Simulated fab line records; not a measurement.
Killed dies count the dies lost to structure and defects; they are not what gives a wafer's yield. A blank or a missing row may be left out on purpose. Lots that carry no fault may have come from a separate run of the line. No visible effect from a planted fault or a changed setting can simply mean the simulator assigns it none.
Struck lot and sound lot, side by side -- flow sky130 -- 17 steps out of a route of 708
Sound: the wafers L968.2, L968.3, L968.6. Struck: wafer L957.6 (left out: L957.3, L957.5 of the same lot, which were not struck); the cause appears at the end.
For every step that has rows: the tool of each side, followed by ch and its chambers, followed by its first start. Under that, the readings that differ: sound wafers -- struck wafers -- difference of the means -- sigmas: that difference in standard deviations of wafers without a fault.
alike: a reading whose means differ by less than 2 such deviations, as well as words and numbers matching on both sides. not compared: withheld readings; readings where some wafer has no value; bounds like >300 that might hide an equal value; numbers whose values overlap and for which the record gives no deviation.
A row with sigmas, a row that says differs or no value, or rows on one side alone: a step with any of these is where the two part. Numbers that don't overlap but have no deviation are shown without sigmas and don't part them. A reading that every wafer of one side lacks parts them only if that side has two wafers or more.

SKY_VIA3_CMP_02: polishes SiO2.
  sound on cmp-02 ch 1,3, day 44 12:49; struck on cmp-02 ch 0, day 41 02:01
  alike: headPressurePsi, motorCurrentA, platenRpm
SKY_VIA3_BOW_MEAS_03:
  sound on filmMetro-01, day 44 13:05; struck on filmMetro-04, day 41 02:19
  alike: VIA3_BOW
then, 8 steps without rows for these wafers: SKY_VIA3_DEHYDRATE_04 (time 60 s); SKY_VIA3_HMDS_05 (prime time 60 s); SKY_VIA3_COAT_06 (resist thk 60 nm); SKY_VIA3_COAT_07 (resist thk 450 nm); SKY_VIA3_SOFTBAKE_08 (time 90 s); SKY_VIA3_EXPOSE_09 (exposes mask VIM3, target cd 200 nm); SKY_VIA3_PEB_10; SKY_VIA3_DEVELOP_11 (develop time 60 s).
SKY_VIA3_CD_MEAS_12 targets a cd of 200 nm.
  sound on cdSem-02, day 45 10:46; struck on cdSem-02, day 42 02:08
reading,sound,struck,difference,sigmas
cdNm (nm),198.6 200.2 199.2,202.3,+3.0,+2
SKY_VIA3_OVL_MEAS_13:
  sound on overlay-02, day 45 10:53; struck on overlay-01, day 42 02:14
  alike: VIA3_OVL
SKY_VIA3_ETCH_14: etches BARC in N2/H2, stops on SiO2, time 45.9 s, target depth 60 nm.
  sound on rieDiel-04 ch 1,2,3, day 45 10:55; struck on rieDiel-04 ch 0, day 42 02:16
reading,sound,struck,difference,sigmas
oesProductAu (a.u.),0.857 0.848 0.856,0.992,+0.138,+29
runLengthS (s),74.3 73.3 74.2,67.9,-6.0,-11
model.KrF-thick_of_VIA3_COAT_07.thkNm (nm),393.1 394.3 394.3,400.1,+6.2,
  alike: drypumpMotorCurrentA, h2FlowSccm, throttleValvePct
  not compared: rfHoursCounterH
SKY_VIA3_ETCH_15: etches SiO2 in C4F8/O2/Ar, stops on TiN, target depth 507 nm, time 78 s.
  sound on rieDiel-04 ch 1,2,3, day 45 10:57; struck on rieDiel-04 ch 0, day 42 02:18
reading,sound,struck,difference,sigmas
model.KrF-thick_of_VIA3_COAT_07.thkNm (nm),291.5 294.6 293.2,299.5,+6.4,
  alike: oesProductAu, runLengthS
  not compared: rfHoursCounterH
SKY_VIA3_STRIP_16: strips in O2/N2.
  sound on plasmaAsher-03 ch 0,1, day 45 11:01; struck on plasmaAsher-03 ch 1, day 42 02:23
reading,sound,struck,difference,sigmas
stripTimeToEndpointS (s),4.132 4.162 4.146,4.208,+0.061,+3
  alike: drypumpMotorCurrentA, oesProductAu
  not compared: rfHoursCounterH
then, 1 step without rows for these wafers: SKY_VIA3_STRIP_17 (strips in post etch residue remover, time 1200 s).
-- the record jumps here: 6 days lie between the struck wafers' starts before and after (it left off in module VIA3 and takes up again in module PAD_OPEN, whose first step shown is number 708 of the route) --
SKY_PAD_OPEN_PROBE_99:
  sound on prober-02, day 50 12:06; struck on prober-01, day 47 19:01
reading,sound,struck,difference,sigmas
killed_at_M4_up,5 6 3,1,-4,-2
  alike: defectLimitedYield, killed_at_M0_to_M3, killedAtContacts, killedAtFrontEnd, killedAtOther, killedDies, killedOpen, killedShort, sort_bin_3_pad_short, sort_bin_5_function, sort_bin_6_memory, sortNPass, sortYieldPct

WHERE THEY PART
At SKY_VIA3_CD_MEAS_12 first; at SKY_PAD_OPEN_PROBE_99 last (within this record only).

WHY: what had been put in by the simulator
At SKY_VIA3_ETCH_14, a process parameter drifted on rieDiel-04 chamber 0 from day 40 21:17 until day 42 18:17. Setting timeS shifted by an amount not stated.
